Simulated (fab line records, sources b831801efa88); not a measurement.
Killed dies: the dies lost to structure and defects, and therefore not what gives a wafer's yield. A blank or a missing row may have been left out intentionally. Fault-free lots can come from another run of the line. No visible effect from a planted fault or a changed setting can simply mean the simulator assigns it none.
Which of the tools did it? || flow sky130 || 12 lots with 36 wafers sampled at 2 steps, on a route of 708 steps

== WHAT THE GAUGES SHOWED, per wafer ==
SKY_METAL3_CD_MEAS_13: the cd target is 300 nm.
{"lot": "L752", "measured": "day 39 04:42", "on": "cd_sem-02", "cd_nm (nm)": "301.0 300.3 301.1"}
{"lot": "L753", "measured": "day 39 06:59", "on": "cd_sem-01", "cd_nm (nm)": "299.6 300.5 299.0"}
{"lot": "L757", "measured": "day 40 07:33", "on": "cd_sem-01", "cd_nm (nm)": "299.6 299.0 298.7"}
{"lot": "L759", "measured": "day 40 22:37", "on": "cd_sem-02", "cd_nm (nm)": "301.1 300.3 301.4"}
{"lot": "L760", "measured": "day 41 07:58", "on": "cd_sem-02", "cd_nm (nm)": "303.2 302.2 302.2"}
{"lot": "L761", "measured": "day 41 17:08", "on": "cd_sem-01", "cd_nm (nm)": "301.0 299.6 300.8"}
{"lot": "L763", "measured": "day 42 09:19", "on": "cd_sem-01", "cd_nm (nm)": "301.2 302.2 302.5"}
{"lot": "L765", "measured": "day 42 16:33", "on": "cd_sem-01", "cd_nm (nm)": "299.0 299.6 298.9"}
{"lot": "L766", "measured": "day 42 20:51", "on": "cd_sem-02", "cd_nm (nm)": "298.3 300.1 297.9"}
{"lot": "L770", "measured": "day 44 06:23", "on": "cd_sem-02", "cd_nm (nm)": "300.9 300.5 300.2"}
{"lot": "L771", "measured": "day 44 08:05", "on": "cd_sem-01", "cd_nm (nm)": "301.9 302.6 303.2"}
{"lot": "L774", "measured": "day 45 02:41", "on": "cd_sem-02", "cd_nm (nm)": "298.6 300.3 299.7"}

SKY_VIA3_BOW_MEAS_03.
{"lot": "L752", "measured": "day 39 06:21", "on": "film_metro-01", "VIA3_BOW (um)": "68 70 73"}
{"lot": "L753", "measured": "day 39 08:35", "on": "film_metro-03", "VIA3_BOW (um)": "85 87 81"}
{"lot": "L757", "measured": "day 40 09:23", "on": "film_metro-01", "VIA3_BOW (um)": "74 83 78"}
{"lot": "L759", "measured": "day 41 00:24", "on": "film_metro-04", "VIA3_BOW (um)": "89 94 91"}
{"lot": "L760", "measured": "day 41 09:37", "on": "film_metro-01", "VIA3_BOW (um)": "82 78 82"}
{"lot": "L761", "measured": "day 41 18:52", "on": "film_metro-01", "VIA3_BOW (um)": "82 89 83"}
{"lot": "L763", "measured": "day 42 10:57", "on": "film_metro-03", "VIA3_BOW (um)": "79 65 83"}
{"lot": "L765", "measured": "day 42 18:10", "on": "film_metro-04", "VIA3_BOW (um)": "69 68 69"}
{"lot": "L766", "measured": "day 42 22:44", "on": "film_metro-01", "VIA3_BOW (um)": "85 74 87"}
{"lot": "L770", "measured": "day 44 07:59", "on": "film_metro-01", "VIA3_BOW (um)": "77 81 74"}
{"lot": "L771", "measured": "day 44 10:13", "on": "film_metro-01", "VIA3_BOW (um)": "71 78 82"}
{"lot": "L774", "measured": "day 45 04:19", "on": "film_metro-04", "VIA3_BOW (um)": "89 86 69"}

== WHICH TOOL RAN EACH LOT (tool, then ch and the chambers of the sampled wafers, then the start) ==
No process step before these readings appears in the record.

== WHAT THE TOOLS THEMSELVES READ (means of the sampled wafers that have a number; where no wafer has one, the mark that the record gives instead) ==
The record holds no such reading with a usual standard deviation.

== THE ANSWER, worked out from the rows above alone ==
Rule: what is usual is taken from the lots themselves. Put in order of their means at a reading, lots are off if they are a third of the lots or fewer, leave a main group of 4 or more, and stand apart from it by a gap of 3 or more times the standard deviation of the main group's means; of several such gaps the widest counts. If all means in a main group match to the digits the tables above print for the reading, that group is not used. Also off: a lot with no number at a reading for which 4 or more lots have one. Where the step has rows for the other lots, those lots are counted as sound. Order of review: gauges by route order, followed by the tools' own readings, for which a lot's mean as printed above is used. The first step at which some lot is off is used, and at that step the reading that is off furthest; a lot without a number counts as furthest.
No lot is off at any reading shown: from this, nothing can be told.

== WHAT THE SIMULATOR HAD PUT IN ==
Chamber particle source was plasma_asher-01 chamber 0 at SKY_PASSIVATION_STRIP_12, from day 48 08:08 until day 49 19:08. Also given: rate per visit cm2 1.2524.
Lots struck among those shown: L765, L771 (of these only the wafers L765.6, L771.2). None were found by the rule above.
